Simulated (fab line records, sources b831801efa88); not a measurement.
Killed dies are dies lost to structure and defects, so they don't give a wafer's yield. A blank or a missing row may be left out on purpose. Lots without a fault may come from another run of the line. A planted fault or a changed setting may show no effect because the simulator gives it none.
A struck lot beside a sound one | flow sky130 | 37 steps out of a route of 708
Sound: wafers L744.2, L744.5, L744.6. Struck: wafers L763.2, L763.3, L763.5. The cause comes at the end.
At each step with rows: each side's tool, then ch and its chambers, then its first start. Under that, the readings that differ: sound wafers | struck wafers | difference of the means | sigmas: that difference in standard deviations of wafers without a fault.
alike: readings whose means differ by less than 2 such deviations, and words and numbers that are the same on both sides. not compared: withheld readings, readings that some wafer has no value for, bounds like >300 that may hide the same value, and numbers for which the record gives no deviation and whose values overlap.
The two part at a step that has a row with sigmas, a row that says differs or no value, or rows on one side only. Numbers that don't overlap but have no deviation are shown without sigmas and don't part them. A reading that every wafer of one side lacks parts them only if that side has two wafers or more.

first, 10 steps without rows for these wafers: SKY_GATE_OXIDE_HMDS_04 (prime time 60 s); SKY_GATE_OXIDE_COAT_05 (resist thk 1140 nm); SKY_GATE_OXIDE_SOFTBAKE_06 (time 60 s); SKY_GATE_OXIDE_EXPOSE_07 (exposes mask LVOM, target cd 600 nm); SKY_GATE_OXIDE_PEB_08; SKY_GATE_OXIDE_DEVELOP_09 (develop time 60 s); SKY_GATE_OXIDE_IMPLANT_11; SKY_GATE_OXIDE_WET_ETCH_12 (etches SiO2 in dHF, target depth 16.8 nm, time 336 s); SKY_GATE_OXIDE_STRIP_13 (strips in O2/N2); SKY_GATE_OXIDE_CLEAN_15 (cleans in SC1/SC2, time 150 s).
SKY_GATE_OXIDE_OXIDATION_16: stabilise 600 s, purge 300 s, target thk 3.57 nm.
  sound on furnace-02 ch 0, day 14 08:24; struck on furnace-02 ch 0, day 20 15:39
  reading         | sound       | struck         | difference | sigmas
  stabilise_s (s) | 600 600 600 | 5400 5400 5400 | +4800      |
  alike: ox_temp_c, ox_temp_c_max, spike_tc_centre_C, tube_center_temp_C, tube_center_temp_C_max
then, 24 steps without rows for these wafers: SKY_POLY_GATE_CVD_00 (deposits poly-Si, target thk 180 nm, time 720 s); SKY_RES_PROTECT_DEHYDRATE_00 (time 60 s); SKY_RES_PROTECT_HMDS_01 (prime time 60 s); SKY_RES_PROTECT_COAT_02 (resist thk 1140 nm); SKY_RES_PROTECT_SOFTBAKE_03 (time 60 s); SKY_RES_PROTECT_EXPOSE_04 (exposes mask RPM, target cd 1270 nm); SKY_RES_PROTECT_PEB_05; SKY_RES_PROTECT_DEVELOP_06 (develop time 60 s); SKY_POLY_GATE_IMPLANT_02; SKY_RES_PROTECT_STRIP_07 (strips in O2/N2); SKY_RES_PROTECT_CLEAN_09 (cleans in SC1/SC2, time 150 s); SKY_POLY_GATE_CVD_03 (deposits Si3N4 from DCS/NH3, target thk 75 nm, time 1290 s); SKY_POLY_GATE_DEHYDRATE_05 (time 60 s); SKY_POLY_GATE_HMDS_06 (prime time 60 s); SKY_POLY_GATE_COAT_07 (resist thk 110 nm); SKY_POLY_GATE_COAT_08 (resist thk 450 nm); SKY_POLY_GATE_SOFTBAKE_09 (time 90 s); SKY_POLY_GATE_EXPOSE_10 (exposes mask P1M, target cd 150 nm); SKY_POLY_GATE_PEB_11; SKY_POLY_GATE_DEVELOP_12 (develop time 60 s); SKY_POLY_GATE_ETCH_15 (etches BARC in N2/H2, stops on SiO2, time 118.5 s, target depth 110 nm); SKY_POLY_GATE_ETCH_16 (etches Si3N4 in CH3F/O2, stops on poly-Si, time 147.5 s, target depth 75 nm); SKY_POLY_GATE_ETCH_17 (etches poly-Si in HBr/Cl2, stops on SiO2, target depth 180 nm, time 70.5 s); SKY_POLY_GATE_STRIP_18 (strips in O2/N2).
-- the record jumps here: 24 days lie between the struck wafers' starts before and after (it left off in module POLY_GATE and takes up again in module VIA3, whose first step shown is number 587 of the route) --
SKY_VIA3_ETCH_14: etches BARC in N2/H2, stops on SiO2, time 45.9 s, target depth 60 nm.
  sound on rie_diel-01 ch 0,1,2, day 39 22:01; struck on rie_diel-01 ch 0,1,3, day 44 23:40
  alike: drypump_motor_current_A, n2_flow_sccm, oes_product_au, throttle_valve_pct
  not compared: rf_hours_counter_h, model.VIA3.cd_nm
-- the record jumps here: 5 days lie between the struck wafers' starts before and after (it left off in module VIA3 and takes up again in module PAD_OPEN, whose first step shown is number 708 of the route) --
SKY_PAD_OPEN_PROBE_99:
  sound on prober-01, day 46 00:20; struck on prober-01, day 50 04:08
  reading                                  | sound                   | struck                  | difference | sigmas
  model.etest.pfet_01v8_mvt.off_log10_a_um | -9.736 -9.872 -9.906    | -10.66 -10.67 -10.93    | -0.92      |
  model.etest.pfet_01v8_mvt.vt_sat_v (V)   | -0.4883 -0.501 -0.5079  | -0.564 -0.5631 -0.5806  | -0.070     |
  model.etest.pfet_01v8_mvt.vt_long_v (V)  | -0.8063 -0.8079 -0.8061 | -0.8682 -0.8608 -0.8713 | -0.0600    |
  model.etest.pfet_01v8_mvt.vt_v (V)       | -0.5859 -0.5906 -0.5923 | -0.6543 -0.6513 -0.6643 | -0.0670    |
  model.etest.pfet_01v8_lvt.vt_v (V)       | -0.5075 -0.5143 -0.51   | -0.5436 -0.5416 -0.5497 | -0.0344    |
  model.etest.pfet_01v8_lvt.vt_sat_v (V)   | -0.4135 -0.4241 -0.4238 | -0.449 -0.4464 -0.4588  | -0.031     |
  model.etest.pfet_01v8_lvt.vt_long_v (V)  | -0.6325 -0.6347 -0.6324 | -0.664 -0.6621 -0.667   | -0.031     |
  model.etest.pfet_01v8.vt_v (V)           | -0.7357 -0.7462 -0.7563 | -0.7803 -0.7768 -0.7929 | -0.0373    |
  alike: killed_at_M0_to_M3, killed_at_M4_up, killed_at_contacts, killed_at_front_end, killed_at_other, killed_dies, killed_open, killed_short

WHERE THEY PART
Nowhere in this record.

WHY: what the simulator had put in
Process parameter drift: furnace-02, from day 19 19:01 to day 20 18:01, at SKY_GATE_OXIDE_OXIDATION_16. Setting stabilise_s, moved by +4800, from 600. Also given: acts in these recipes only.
